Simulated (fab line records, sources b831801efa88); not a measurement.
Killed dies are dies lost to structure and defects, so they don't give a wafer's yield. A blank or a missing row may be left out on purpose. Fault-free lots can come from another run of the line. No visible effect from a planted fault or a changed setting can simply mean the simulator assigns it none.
Which tool did it?	flow gf180mcu	Sampling: 12 lots, 36 wafers, 5 of 602 route steps

## WHAT EACH GAUGE READ, for each wafer
GF_M4_OVL_MEAS_15. Usual: M4_OVL gives 5 nm (standard deviation 6.2).
lot	measured	on	M4_OVL (nm)	flag
L972	day 23 18:32	overlay-02	6 5 4	
L973	day 24 04:22	overlay-02	9 6 -3	
L974	day 24 11:16	overlay-01	3 12 8	
L975	day 24 19:28	overlay-02	6 6 4	
L978	day 26 00:52	overlay-02	6 -10 3	
L979	day 26 06:25	overlay-02	9 -2 -1	
L985	day 28 17:16	overlay-01	13 -10 4	
L986	day 29 01:26	overlay-01	12 2 6	
L991	day 30 02:46	overlay-01	9 14 9	
L992	day 30 08:28	overlay-02	12 16 1	
L993	day 30 15:32	overlay-02	0 5 3	
L994	day 30 23:10	overlay-01	2 17 7	

GF_V4_THK_MEAS_01. Usual: V4_CVD_00_THK gives 604 nm (standard deviation 5.8).
lot	measured	on	V4_CVD_00_THK (nm)	flag
L972	day 23 19:20	film metro-02	602 606 609	
L973	day 24 05:08	film metro-02	607 597 597	
L974	day 24 12:03	film metro-01	598 602 603	
L975	day 24 20:24	film metro-04	598 595 592	
L978	day 26 01:38	film metro-04	614 608 610	
L979	day 26 07:19	film metro-02	605 907 599	OFF
L985	day 28 18:12	film metro-04	605 601 615	
L986	day 29 02:17	film metro-02	612 610 609	
L991	day 30 03:32	film metro-01	603 605 605	
L992	day 30 09:14	film metro-04	610 610 608	
L993	day 30 16:29	film metro-04	609 602 603	
L994	day 30 23:56	film metro-01	597 597 600	

GF_V4_THK_MEAS_03. Usual: V4_CVD_02_THK gives 848 nm (standard deviation 10).
lot	measured	on	V4_CVD_02_THK (nm)	flag
L972	day 23 19:28	film metro-01	853 844 857	
L973	day 24 05:18	film metro-04	842 856 837	
L974	day 24 12:11	film metro-02	833 832 839	
L975	day 24 20:34	film metro-02	839 861 843	
L978	day 26 01:46	film metro-01	838 847 867	
L979	day 26 07:27	film metro-01	847 854 858	
L985	day 28 18:20	film metro-02	849 868 851	
L986	day 29 02:25	film metro-04	833 845 856	
L991	day 30 03:40	film metro-02	835 840 860	
L992	day 30 09:22	film metro-02	823 838 849	
L993	day 30 16:37	film metro-02	832 842 842	
L994	day 31 00:04	film metro-01	839 838 845	

## TOOL THAT RAN EACH LOT (tool first, then ch and the chambers of the sampled wafers, then the start)
lot	GF_M4_STRIP_17	GF_V4_CVD_00
L972	plasma asher-01 ch 0,1, day 23 18:41	hdpcvd-01 ch 1,2, day 23 19:16
L973	plasma asher-04 ch 0,1, day 24 04:32	hdpcvd-01 ch 0,1,2, day 24 05:04
L974	plasma asher-03 ch 0,1, day 24 11:26	hdpcvd-02 ch 1,2, day 24 11:58
L975	plasma asher-01 ch 0,1, day 24 19:46	hdpcvd-01 ch 0,1, day 24 20:19
L978	plasma asher-01 ch 0,1, day 26 01:02	hdpcvd-02 ch 0,2, day 26 01:34
L979	plasma asher-03 ch 0,1, day 26 06:43	hdpcvd-01 ch 0,2, day 26 07:15
L985	plasma asher-04 ch 0,1, day 28 17:34	hdpcvd-02 ch 0,1, day 28 18:07
L986	plasma asher-01 ch 0,1, day 29 01:37	hdpcvd-02 ch 0,2, day 29 02:11
L991	plasma asher-04 ch 0,1, day 30 02:56	hdpcvd-02 ch 0,2, day 30 03:28
L992	plasma asher-04 ch 0,1, day 30 08:38	hdpcvd-02 ch 0,1, day 30 09:10
L993	plasma asher-03 ch 0,1, day 30 15:52	hdpcvd-01 ch 0,1, day 30 16:24
L994	plasma asher-04 ch 0,1, day 30 23:20	hdpcvd-01 ch 0,2, day 30 23:52
- GF_M4_STRIP_17: strips in O2/N2.
- GF_V4_CVD_00: deposits SiO2, target thk 600 nm, time 100 s.

## WHAT THE TOOLS THEMSELVES READ (means of the sampled wafers that have a number; where no wafer has one, the mark that the record gives instead)
GF_M4_STRIP_17. Usual: drypump motor current A 5.5 A, standard deviation 0.45; heater power w 339 W, standard deviation 25; n2 flow sccm 300.1 sccm, standard deviation 0.76; oes product au 0.543 a.u., standard deviation 0.005; strip time to endpoint s 7.52 s, standard deviation 0.053.
lot	tool	drypump motor current A (A)	heater power w (W)	n2 flow sccm (sccm)	oes product au (a.u.)	strip time to endpoint s (s)	flag
L972	plasma asher-01	5.1	362	299.2	0.546	7.54	
L973	plasma asher-04	5.9	326	300.5	0.545	7.53	
L974	plasma asher-03	5.6	317	301.0	0.537	7.52	
L975	plasma asher-01	5.0	367	299.5	0.545	7.55	
L978	plasma asher-01	5.1	360	299.9	0.545	7.57	
L979	plasma asher-03	5.6	318	299.8	0.538	7.51	
L985	plasma asher-04	5.9	324	300.0	0.544	7.48	
L986	plasma asher-01	5.1	361	299.6	0.547	7.53	
L991	plasma asher-04	6.2	326	299.6	0.540	7.43	
L992	plasma asher-04	6.2	324	300.9	0.544	7.47	
L993	plasma asher-03	5.6	314	300.0	0.546	7.57	
L994	plasma asher-04	5.9	321	299.8	0.539	7.47	

GF_V4_CVD_00. Usual: sih4 flow sccm reads 59.99 sccm (standard deviation 0.16).
lot	tool	sih4 flow sccm (sccm)	flag
L972	hdpcvd-01	59.89	
L973	hdpcvd-01	60.15	
L974	hdpcvd-02	59.99	
L975	hdpcvd-01	59.94	
L978	hdpcvd-02	60.03	
L979	hdpcvd-01	69.86	OFF
L985	hdpcvd-02	59.95	
L986	hdpcvd-02	60.12	
L991	hdpcvd-02	60.02	
L992	hdpcvd-02	59.98	
L993	hdpcvd-01	60.02	
L994	hdpcvd-01	59.99	

## THE ANSWER, worked out from the rows above alone
Rule: a lot counts as off when the mean over its wafers that have a number is more than 3 standard deviations away from the usual mean. A lot without any number at a reading at which 4 lots or more have one is off too. Any other lot the step has rows for is counted as sound. First the gauges in route order, then the tools' own readings, where a lot's mean is used as printed above. At the first step where some lot is off, the reading lying furthest off is the one used; lots without a number count as furthest.
Off: L979, at GF_V4_THK_MEAS_01 (V4_CVD_00_THK).
A tool fits if, at a process step before that reading, it ran every lot that is off, and no sound lot after the first of them. The gauges at GF_V4_THK_MEAS_01 aren't tried: what is off there is off at GF_V4_CVD_00 too, on other tools, and a gauge's error can't cause that. No candidate that was tried fits.

## WHAT WAS PUT IN BY THE SIMULATOR
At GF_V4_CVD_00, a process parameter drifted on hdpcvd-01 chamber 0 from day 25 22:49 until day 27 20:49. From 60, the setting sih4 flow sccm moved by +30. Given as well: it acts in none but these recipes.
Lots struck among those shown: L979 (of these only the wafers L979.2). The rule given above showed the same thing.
